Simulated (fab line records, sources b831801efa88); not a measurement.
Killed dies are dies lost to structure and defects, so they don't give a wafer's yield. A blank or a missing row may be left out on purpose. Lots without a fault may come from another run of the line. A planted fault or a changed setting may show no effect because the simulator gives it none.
Problem report in the 8D (eight disciplines) form, filled by code | flow gf180mcu | the parts of the form that need people (team, actions taken, sign-off) are left out

1. THE PROBLEM
V1_CVD_02_THK at GF_V1_THK_MEAS_03 reads a mean of 796 nm on 1 wafer of 1 lot; wafers without a fault read 854 nm with a standard deviation of 11. That is -5.3 standard deviations from the usual mean.
First seen on wafer L151.1, day 22 01:47, on film_metro-03. The record holds 33 wafers of 11 lots with a number at this step. Rule for "out", or "out of limits": more than 4 standard deviations from the usual mean. The other wafers with a number count as sound.

2. WHAT IT IS AND WHAT IT IS NOT
question                    | is                | is not
which readings at this step | V1_CVD_02_THK     | -
which lots                  | L151              | L138, L139, L140, L141, L143, L145, L149, L150, L158, L159
which wafers of those lots  | L151.1            | L151.2, L151.3
read on which gauges        | film_metro-03     | film_metro-02
when                        | from day 22 01:47 | up to then (26 sound wafers); but 6 sound wafers of L158, L159 came after

3. SUSPECTS, AND WHAT RULES EACH OUT
Counting: a tool at a process step up to the reading stays a suspect if it ran every lot that is out. Sound lots after the first of them don't rule it out here, since some wafers of a struck lot are sound.
- the gauge at GF_V1_THK_MEAS_03: ruled out. All the wafers that are out were read on film_metro-03, but those of them that GF_V1_CVD_02 has rows for are out there too, on other tools.
- plasma_asher-04 at GF_CONTACT_STRIP_18 (strips in O2/N2): kept. It ran the lot that is out, L151 (day 21 00:15); its last sound lot up to then is L150 (day 20 14:53).
- pvd_sputter-01 at GF_CONTACT_SPUTTER_22 (material Ti, target thk 15 nm, time 80.02 s): kept. It ran the lot that is out, L151 (day 21 00:33); its last sound lot up to then is L150 (day 20 15:09).
- pvd_sputter-01 at GF_M1_SPUTTER_04 (material TiN, target thk 50 nm, time 41.7 s): kept. It ran the lot that is out, L151 (day 21 01:25); its last sound lot up to then is L150 (day 20 16:01).
- pecvd-03 at GF_V1_CVD_02 (deposits SiO2 from TEOS, target thk 850 nm, time 94.851 s): kept. It ran the lot that is out, L151 (day 22 01:43); its last sound lot up to then is L149 (day 21 03:52). Its own readings are out on those wafers: rf_fwd_power_W.
- Within plasma_asher-04 at GF_CONTACT_STRIP_18: the wafers that are out ran in chamber 1; their sound lot-mates ran in chamber 0.
- Within pecvd-03 at GF_V1_CVD_02: the wafers that are out ran in chamber 2; their sound lot-mates ran in chambers 0, 1.
Left after counting: plasma_asher-04 at GF_CONTACT_STRIP_18, pvd_sputter-01 at GF_CONTACT_SPUTTER_22, pvd_sputter-01 at GF_M1_SPUTTER_04, pecvd-03 at GF_V1_CVD_02.

4. THE CAUSE (what the simulator had put in)
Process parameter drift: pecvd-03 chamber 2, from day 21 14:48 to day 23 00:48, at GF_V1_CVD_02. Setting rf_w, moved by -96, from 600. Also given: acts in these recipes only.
Counting left 4 suspects, and this tool is among them.

5. THE CHAIN OF EFFECTS, in route order
Each row: a reading whose mean over the struck wafers that have a number lies more than 3 standard deviations from the usual. Only readings for which the record gives a usual standard deviation are gone through. hours: the time from each lot's start at the first step in this table that gives one to its start at this step, as a median over the lots. sigmas: the change in usual standard deviations.
hours | step              | reading            | usual   | on struck wafers | change | sigmas
0     | GF_V1_CVD_02      | rf_fwd_power_W     | 595.3 W | 499.6            | -95.7  | -43
0     | GF_V1_THK_MEAS_03 | V1_CVD_02_THK      | 854 nm  | 796              | -58    | -5.3
0     | GF_V1_CMP_04      | time_to_endpoint_s | 82 s    | 56               | -26    | -4.9
The process steps in it:
- GF_V1_CVD_02: deposits SiO2 from TEOS, target thk 850 nm, time 94.851 s.
- GF_V1_CMP_04: polishes SiO2.

6. WHAT WOULD HAVE CAUGHT IT SOONER
In this record the first reading out of limits at a measuring or inspecting step was taken at day 22 01:47, 11 hours after the fault began at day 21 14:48.
The tool's own readings at GF_V1_CVD_02 were out on every struck wafer that the step has a row for (rf_fwd_power_W): an alarm limit on them would have fired on the first of those.
All the lots that are out (1) had begun GF_V1_CVD_02 on pecvd-03 by day 22 01:47. A hold on the tool at that time would have spared none of them.
